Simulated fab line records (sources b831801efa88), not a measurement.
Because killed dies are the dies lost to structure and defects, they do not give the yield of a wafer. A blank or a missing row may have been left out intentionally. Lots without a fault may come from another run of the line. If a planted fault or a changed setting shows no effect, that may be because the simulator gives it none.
fab line records ; flow gf180mcu
record: lots: 14; wafers: 42; last_day: 34
route steps=602 shown VT_IMPLANT@129 V1@356 V3@434
lots with no fault: from the same line, run without faults
start_h: the number of hours between the record's first day and the start of the first shown wafer of the lot ; wait_h: hours from the lot's prior step to this one ; " repeats the value in the row above ; L1.1+2: a single row standing in for several wafers ; - value missing, or start not given ; * or withheld: withheld ; < > ~ a bound
route shown NAME@n: names a module that has steps shown in the file, with the first one's number in the route ; usual: mean/standard deviation taken from wafers without a fault ; same: alike in all rows ; chamber/n: place in a boat ; sites: the reading at each site ; _std_site: standard deviation of those values ; _edge_site: outer sites' mean less inner sites' ; radius_mm: how far each site lies from the wafer's centre ; mask NAME#n: copy n ; behind: tool/chamber where the wafer was last shaped ; hold: why the lot went on hold/how many hours it stayed there/how the hold came to an end ; device: names the non-switching transistor (n, p or np) ; end of line: at the end of the route, the tests of the same wafers ; a step with no rows: only its recipe ; killed: at the first sort, the dies lost to defects and structure; wafer yield is something else ; map: per-die view of a wafer (x killed, . not killed, _ where there is no die)
set.NAME: the setting that was run; set.NAME@STEP: the one run at that earlier step ; model.NAME: the simulator's own value behind a step, which no gauge read
steps of the route over a sample of lots; a table a step, a row a wafer
services: from which hour (start_h, from the record's first day; less than 0 if before it) a tool's chamber was out of use, for how many hours, and why
== steps ==
step: GF_VT_IMPLANT_DEVELOP_39
recipe: develop_time_s: 60; dev_temp_c: 23
usual: chill_plate_temp_C: 22.98/0.1; develop_time_s: 60/0
lot.wafer;tool;chamber;start_h;wait_h;chill_plate_temp_C;develop_time_s
L300.1;litho_track-02;0;168.34;0.1;22.90;60
L300.4;litho_track-02;0;168.34;0.1;23.13;60
L300.5;litho_track-02;0;168.34;0.1;23.04;60
L305.2;litho_track-03;0;186.83;0.1;23.01;60
L305.4;litho_track-03;0;186.83;0.1;23.03;60
L305.5;litho_track-03;0;186.83;0.1;22.87;60
L304.1;litho_track-02;-;189.54;0.1;-;-
L304.4;litho_track-02;-;189.54;0.1;-;-
L304.6;litho_track-02;-;189.54;0.1;-;-
L306.3;litho_track-04;-;199.40;0.1;-;-
L306.5;litho_track-04;-;199.40;0.1;-;-
L306.6;litho_track-04;-;199.40;0.1;-;-
L313.1;litho_track-02;0;244.89;0.1;23.07;60
L313.4;litho_track-02;0;244.89;0.1;23.02;60
L313.5;litho_track-02;0;244.89;0.1;23.03;60
L314.1;litho_track-04;0;249.80;0.1;22.95;60
L314.3;litho_track-04;0;249.80;0.1;23.05;60
L314.6;litho_track-04;0;249.80;0.1;22.96;60
L315.1;litho_track-03;0;259.30;0.1;22.93;60
L315.5;litho_track-03;0;259.30;0.1;23.10;60
L315.6;litho_track-03;0;259.30;0.1;22.99;60
L316.1;litho_track-03;0;264.55;0.1;23.01;60
L316.5;litho_track-03;0;264.55;0.1;23.03;60
L316.6;litho_track-03;0;264.55;0.1;23.17;60
L317.2;litho_track-02;0;273.36;0.1;22.98;60
L317.3;litho_track-02;0;273.36;0.1;22.89;60
L317.5;litho_track-02;0;273.36;0.1;22.89;60
L318.2;litho_track-02;0;276.66;0.1;23.01;60
L318.4;litho_track-02;0;276.66;0.1;23.03;60
L318.6;litho_track-02;0;276.66;0.1;23.06;60
L319.1;litho_track-04;0;285.80;0.1;23.02;60
L319.2;litho_track-04;0;285.80;0.1;22.92;60
L319.4;litho_track-04;0;285.80;0.1;22.82;60
L320.1;litho_track-03;0;289.80;0.1;22.95;60
L320.5;litho_track-03;0;289.80;0.1;23.05;60
L320.6;litho_track-03;0;289.80;0.1;22.93;60
L322.2;litho_track-04;0;303.83;0.1;22.81;60
L322.3;litho_track-04;0;303.83;0.1;22.89;60
L322.4;litho_track-04;0;303.83;0.1;22.93;60
L323.1;litho_track-02;0;311.64;0.1;22.81;60
L323.4;litho_track-02;0;311.64;0.1;22.97;60
L323.5;litho_track-02;0;311.64;0.1;22.88;60
step: GF_V1_SPUTTER_21
recipe: material: Ti; target_thk_nm: 15; chamber_pressure_pa: 5; power_w: 2500; substrate_temp_c: 200; time_s: 80.02
usual: throttle_valve_pct: 30.1/0.69
lot.wafer;tool;chamber;start_h;wait_h;throttle_valve_pct
L300.1;pvd_sputter-01;-;425.15;0.0;29.4
L300.4;pvd_sputter-01;-;425.15;0.0;30.2
L300.5;pvd_sputter-01;-;425.15;0.0;30.8
L305.2;pvd_sputter-01;-;453.05;0.0;29.5
L305.4;pvd_sputter-01;-;453.05;0.0;30.1
L305.5;pvd_sputter-01;-;453.05;0.0;29.7
L313.1;pvd_sputter-03;-;530.18;0.0;30.7
L313.4;pvd_sputter-03;-;530.18;0.0;31.1
L313.5;pvd_sputter-03;-;530.18;0.0;30.8
L314.1;pvd_sputter-03;-;535.63;0.0;29.5
L314.3;pvd_sputter-03;-;535.63;0.0;30.4
L314.6;pvd_sputter-03;-;535.63;0.0;30.8
L315.1;pvd_sputter-03;-;548.30;0.0;30.8
L315.5;pvd_sputter-03;-;548.30;0.0;30.2
L315.6;pvd_sputter-03;-;548.30;0.0;30.7
L316.1;pvd_sputter-03;-;553.41;0.0;30.4
L316.5;pvd_sputter-03;-;553.41;0.0;30.7
L316.6;pvd_sputter-03;-;553.41;0.0;30.2
L317.2;pvd_sputter-02;-;564.76;0.0;30.6
L317.3;pvd_sputter-02;-;564.76;0.0;28.7
L317.5;pvd_sputter-02;-;564.76;0.0;30.7
L318.2;pvd_sputter-01;-;564.84;0.0;30.2
L318.4;pvd_sputter-01;-;564.84;0.0;29.3
L318.6;pvd_sputter-01;-;564.84;0.0;29.7
L319.1;pvd_sputter-02;-;579.05;0.0;30.7
L319.2;pvd_sputter-02;-;579.05;0.0;30.5
L319.4;pvd_sputter-02;-;579.05;0.0;28.4
L320.1;pvd_sputter-03;-;584.15;0.0;31.0
L320.5;pvd_sputter-03;-;584.15;0.0;30.0
L320.6;pvd_sputter-03;-;584.15;0.0;30.8
L322.2;pvd_sputter-02;-;598.11;0.0;30.7
L322.3;pvd_sputter-02;-;598.11;0.0;29.2
L322.4;pvd_sputter-02;-;598.11;0.0;28.6
L323.1;pvd_sputter-02;-;604.70;0.0;30.4
L323.4;pvd_sputter-02;-;604.70;0.0;29.3
L323.5;pvd_sputter-02;-;604.70;0.0;30.3
step: GF_V3_BOW_MEAS_05
recipe: mode: bow
usual: V3_BOW: 120/8.2
lot.wafer;tool;chamber;start_h;wait_h;V3_BOW[um]
L300.1;film_metro-03;-;503.06;0.2;106
L300.4;film_metro-03;-;503.06;0.2;110
L300.5;film_metro-03;-;503.06;0.2;119
L305.2;film_metro-01;-;530.66;0.3;134
L305.4;film_metro-01;-;530.66;0.3;129
L305.5;film_metro-01;-;530.66;0.3;135
L313.1;film_metro-03;-;601.81;0.2;124
L313.4;film_metro-03;-;601.81;0.2;118
L313.5;film_metro-03;-;601.81;0.2;123
L314.1;film_metro-03;-;606.19;0.2;114
L314.3;film_metro-03;-;606.19;0.2;119
L314.6;film_metro-03;-;606.19;0.2;117
L315.1;film_metro-03;-;618.25;0.1;132
L315.5;film_metro-03;-;618.25;0.1;116
L315.6;film_metro-03;-;618.25;0.1;125
L316.1;film_metro-04;-;621.77;0.1;110
L316.5;film_metro-04;-;621.77;0.1;119
L316.6;film_metro-04;-;621.77;0.1;124
L317.2;film_metro-01;-;631.88;0.2;118
L317.3;film_metro-01;-;631.88;0.2;117
L317.5;film_metro-01;-;631.88;0.2;117
L318.2;film_metro-01;-;632.61;0.1;129
L318.4;film_metro-01;-;632.61;0.1;116
L318.6;film_metro-01;-;632.61;0.1;124
L319.1;film_metro-01;-;646.18;0.1;115
L319.2;film_metro-01;-;646.18;0.1;127
L319.4;film_metro-01;-;646.18;0.1;122
L320.1;film_metro-01;-;649.01;0.2;111
L320.5;film_metro-01;-;649.01;0.2;112
L320.6;film_metro-01;-;649.01;0.2;124
L322.2;film_metro-04;-;664.42;0.2;115
L322.3;film_metro-04;-;664.42;0.2;138
L322.4;film_metro-04;-;664.42;0.2;143
L323.1;film_metro-04;-;669.16;0.1;112
L323.4;film_metro-04;-;669.16;0.1;120
L323.5;film_metro-04;-;669.16;0.1;109
step: GF_V3_OVL_MEAS_15
usual: V3_OVL: 2/5.4
lot.wafer;tool;chamber;start_h;wait_h;V3_OVL[nm]
L300.1;overlay-02;-;526.71;0.1;-6
L300.4;overlay-02;-;526.71;0.1;3
L300.5;overlay-02;-;526.71;0.1;-1
L305.2;overlay-01;-;553.02;0.1;4
L305.4;overlay-01;-;553.02;0.1;7
L305.5;overlay-01;-;553.02;0.1;11
L313.1;overlay-01;-;622.40;0.1;2
L313.4;overlay-01;-;622.40;0.1;3
L313.5;overlay-01;-;622.40;0.1;6
L314.1;overlay-02;-;627.30;0.1;-1
L314.3;overlay-02;-;627.30;0.1;2
L314.6;overlay-02;-;627.30;0.1;5
L315.1;overlay-01;-;640.06;0.1;-2
L315.5;overlay-01;-;640.06;0.1;-1
L315.6;overlay-01;-;640.06;0.1;3
L316.1;overlay-01;-;641.15;0.1;-8
L316.5;overlay-01;-;641.15;0.1;2
L316.6;overlay-01;-;641.15;0.1;-6
L317.2;overlay-02;-;650.56;0.1;5
L317.3;overlay-02;-;650.56;0.1;12
L317.5;overlay-02;-;650.56;0.1;4
L318.2;overlay-01;-;651.77;0.1;-3
L318.4;overlay-01;-;651.77;0.1;-3
L318.6;overlay-01;-;651.77;0.1;-2
L319.1;overlay-02;-;665.56;0.1;-12
L319.2;overlay-02;-;665.56;0.1;2
L319.4;overlay-02;-;665.56;0.1;-2
L320.1;overlay-02;-;668.76;0.1;-7
L320.5;overlay-02;-;668.76;0.1;-1
L320.6;overlay-02;-;668.76;0.1;5
L322.2;overlay-01;-;683.96;0.1;0
L322.3;overlay-01;-;683.96;0.1;-7
L322.4;overlay-01;-;683.96;0.1;3
L323.1;overlay-01;-;688.15;0.1;3
L323.4;overlay-01;-;688.15;0.1;11
L323.5;overlay-01;-;688.15;0.1;3
== services ==
tool;chamber;start_h;hours;kind
pvd_sputter-03;-;223.79;3.1;repair
pvd_sputter-03;-;258.24;2.6;repair
pvd_sputter-01;-;331.00;2.4;repair
pvd_sputter-03;-;385.70;2.7;repair
pvd_sputter-01;-;409.24;3.5;repair
pvd_sputter-03;-;424.81;0.9;repair
litho_track-02;-;439.58;-;consumable_replace:filter
pvd_sputter-02;-;456.71;5.6;repair
pvd_sputter-03;-;481.38;22.1;repair
pvd_sputter-01;-;499.38;2.2;repair
pvd_sputter-01;-;549.52;6.7;repair
== key ==
first_sign: step: GF_VT_IMPLANT_DEVELOP_39; reading: tool_record; direction: missing
effect none on later readings
met_at GF_VT_IMPLANT_DEVELOP_39
struck_lots L304,L306
later_rows_left_out L304.1,L304.4,L304.6,L306.3,L306.5,L306.6
sort_left_out L304.1,L304.4,L304.6,L306.3,L306.5,L306.6
tester_left_out L304,L306
not_acting_at GF_V1_SPUTTER_21,GF_V3_BOW_MEAS_05,GF_V3_OVL_MEAS_15
onset_between 168.34 189.54
fault: kind: skipped_step_whole; tool: litho_track-02,litho_track-04; chamber: -; onset_h: 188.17; steps: GF_VT_IMPLANT_DEVELOP_39; scope: struck_lots_only
tester_left_out: of these lots the tester's yield and bins aren't shown, on N5 and GAA mostly nor the transistor test; their killed dies are dies lost to structure and defects alone, not to doping, threshold or leakage, so they don't give the yield
sort_left_out: the simulated sort isn't trusted on such a fault, so these wafers' sort isn't shown, and their yield isn't known
later_rows_left_out: the simulator's readings of these wafers behind a module that went badly wrong aren't trusted and aren't shown, but for the sort
